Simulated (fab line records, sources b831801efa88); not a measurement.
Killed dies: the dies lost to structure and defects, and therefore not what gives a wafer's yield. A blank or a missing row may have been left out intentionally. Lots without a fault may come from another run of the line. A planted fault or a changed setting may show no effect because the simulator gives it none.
Struck lot and sound lot, side by side	flow sky130	43 steps out of a route of 708
Sound: these wafers, L177.1, L177.3, L177.6. Wafers struck: L182.2, L182.4, L182.5. The cause is named last.
Order at every step that has rows: each side's tool, ch and its chambers, its first start. Under that, the readings that differ: sound wafers	struck wafers	difference of the means	sigmas: that difference in standard deviations of wafers without a fault.
alike: same words and numbers on both sides, and readings whose means sit less than 2 such deviations apart. not compared: any withheld reading, any reading some wafer has no value for, any bound like >300 that may hide the same value, and any number with overlapping values for which the record gives no deviation.
The two part at a step that has a row with sigmas, a row that says differs or no value, or rows on one side only. When numbers do not overlap yet have no deviation, they are printed without sigmas and do not part them. A reading missing from all wafers of one side parts the sides only when that side holds two or more wafers.

first, 3 steps without rows for these wafers: SKY_GATE_OXIDE_CLEAN_15 (cleans in SC1/SC2, time 150 s); SKY_GATE_OXIDE_OXIDATION_16 (stabilise 600 s, purge 300 s, target thk 3.57 nm); SKY_POLY_GATE_CVD_00 (deposits poly-Si, target thk 180 nm, time 720 s).
SKY_POLY_GATE_THK_MEAS_01:
  sound on film metro-01 at day 16 17:20; struck on film metro-02 at day 18 08:35
  alike: POLY_GATE_CVD_00_THK
then, 8 steps without rows for these wafers: SKY_RES_PROTECT_DEHYDRATE_00 (time 60 s); SKY_RES_PROTECT_HMDS_01 (prime time 60 s); SKY_RES_PROTECT_COAT_02 (resist thk 1140 nm); SKY_RES_PROTECT_SOFTBAKE_03 (time 60 s); SKY_RES_PROTECT_EXPOSE_04 (exposes mask RPM, target cd 1270 nm); SKY_RES_PROTECT_PEB_05; SKY_RES_PROTECT_DEVELOP_06 (develop time 60 s); SKY_POLY_GATE_IMPLANT_02.
SKY_RES_PROTECT_STRIP_07: strips in O2/N2.
  sound on plasma asher-04 ch 0,1, day 17 22:25; struck on plasma asher-04 ch 0,1, day 19 15:10
  alike: drypump motor current A, n2 flow sccm, oes product au, strip time to endpoint s
  not compared: rf hours counter h
SKY_RES_PROTECT_TW_MEAS_08:
  sound on film metro-03 at day 17 22:31; struck on film metro-03 at day 19 15:17
  alike: POLY_GATE_TW
then, 2 steps without rows for these wafers: SKY_RES_PROTECT_CLEAN_09 (cleans in SC1/SC2, time 150 s); SKY_POLY_GATE_CVD_03 (deposits Si3N4 from DCS/NH3, target thk 75 nm, time 1290 s).
SKY_POLY_GATE_THK_MEAS_04:
  sound on film metro-03 at day 18 00:58; struck on film metro-03 at day 19 17:25
  alike: POLY_GATE_CVD_03_THK
then, 8 steps without rows for these wafers: SKY_POLY_GATE_DEHYDRATE_05 (time 60 s); SKY_POLY_GATE_HMDS_06 (prime time 60 s); SKY_POLY_GATE_COAT_07 (resist thk 110 nm); SKY_POLY_GATE_COAT_08 (resist thk 441.2 nm); SKY_POLY_GATE_SOFTBAKE_09 (time 90 s); SKY_POLY_GATE_EXPOSE_10 (exposes mask P1M, target cd 150 nm); SKY_POLY_GATE_PEB_11; SKY_POLY_GATE_DEVELOP_12 (develop time 60 s).
SKY_POLY_GATE_CD_MEAS_13 targets a cd of 150 nm.
  sound on cd sem-02 at day 19 07:35; struck on cd sem-02 at day 20 23:53
  alike: cd nm
SKY_POLY_GATE_OVL_MEAS_14:
  sound on overlay-02 at day 19 07:43; struck on overlay-01 at day 20 23:59
  alike: POLY_GATE_OVL
SKY_POLY_GATE_ETCH_15: etches BARC in N2/H2, stops on SiO2, time 118.5 s, target depth 110 nm.
  sound on rie diel-01 ch 0,2,3, day 19 07:45; struck on rie diel-02 ch 0,1, day 21 00:01
  alike: bias w, drypump motor current A, n2 flow sccm, oes product au, throttle valve pct
  not compared: rf hours counter h
SKY_POLY_GATE_ETCH_16: etches Si3N4 in CH3F/O2, stops on poly-Si, time 147.5 s, target depth 75 nm.
  sound on rie diel-01 ch 0,2,3, day 19 07:50; struck on rie diel-02 ch 0,1, day 21 00:06
  alike: bias w, ch3f flow sccm, drypump motor current A, oes product au, throttle valve pct
  not compared: rf hours counter h
SKY_POLY_GATE_ETCH_17: etches poly-Si in HBr/Cl2, stops on SiO2, target depth 180 nm, time 70.5 s.
  sound on rie si-01 ch 0,3, day 19 07:56; struck on rie si-02 ch 0,1,2, day 21 00:12
  alike: bias w, drypump motor current A, oes product au, throttle valve pct
  not compared: rf hours counter h
SKY_POLY_GATE_STRIP_18: strips in O2/N2.
  sound on plasma asher-04 ch 0, day 19 07:59; struck on plasma asher-04 ch 0,1, day 21 00:16
  alike: drypump motor current A, n2 flow sccm, oes product au, strip time to endpoint s
  not compared: rf hours counter h
then, 2 steps without rows for these wafers: SKY_POLY_GATE_CLEAN_19 (cleans in SC1/SC2, time 150 s); SKY_POLY_GATE_OXIDATION_20 (stabilise 600 s, purge 300 s, target thk 4 nm).
SKY_POLY_GATE_THK_MEAS_21:
  sound on film metro-02 at day 19 10:17; struck on film metro-03 at day 21 01:40
  alike: POLY_GATE_OXIDATION_THK
SKY_POLY_GATE_CD_MEAS_22:
  sound on cd sem-02 at day 19 10:20; struck on cd sem-02 at day 21 01:45
  alike: cd nm
then, 7 steps without rows for these wafers: SKY_LDD_N_DEHYDRATE_00 (time 60 s); SKY_LDD_N_HMDS_01 (prime time 60 s); SKY_LDD_N_COAT_02 (resist thk 300 nm); SKY_LDD_N_SOFTBAKE_03 (time 60 s); SKY_LDD_N_EXPOSE_04 (exposes mask NTM, target cd 840 nm); SKY_LDD_N_PEB_05; SKY_LDD_N_DEVELOP_06 (develop time 60 s).
-- the record jumps here: 28 days lie between the struck wafers' starts before and after (it left off in module LDD_N and takes up again in module PAD_OPEN, whose first step shown is number 708 of the route) --
SKY_PAD_OPEN_PROBE_99:
  sound on prober-02 at day 48 07:31; struck on prober-01 at day 48 20:01
reading	sound	struck	difference	sigmas
hold	- - -	await dispo/2.5h/release await dispo/2.5h/release await dispo/2.5h/release	no value on the sound wafers	
killed at front end	9 9 14	15 28 16	+9	+2
killed at other	1 0 0	66 52 51	+56	+99 or more
killed dies	82 77 82	149 124 124	+52	+6
  alike: killed_at_M0_to_M3, killed_at_M4_up, killed at contacts, killed open, killed short

WHERE THEY PART
Within this record, at SKY_PAD_OPEN_PROBE_99 only.

WHY: the cause the simulator had injected
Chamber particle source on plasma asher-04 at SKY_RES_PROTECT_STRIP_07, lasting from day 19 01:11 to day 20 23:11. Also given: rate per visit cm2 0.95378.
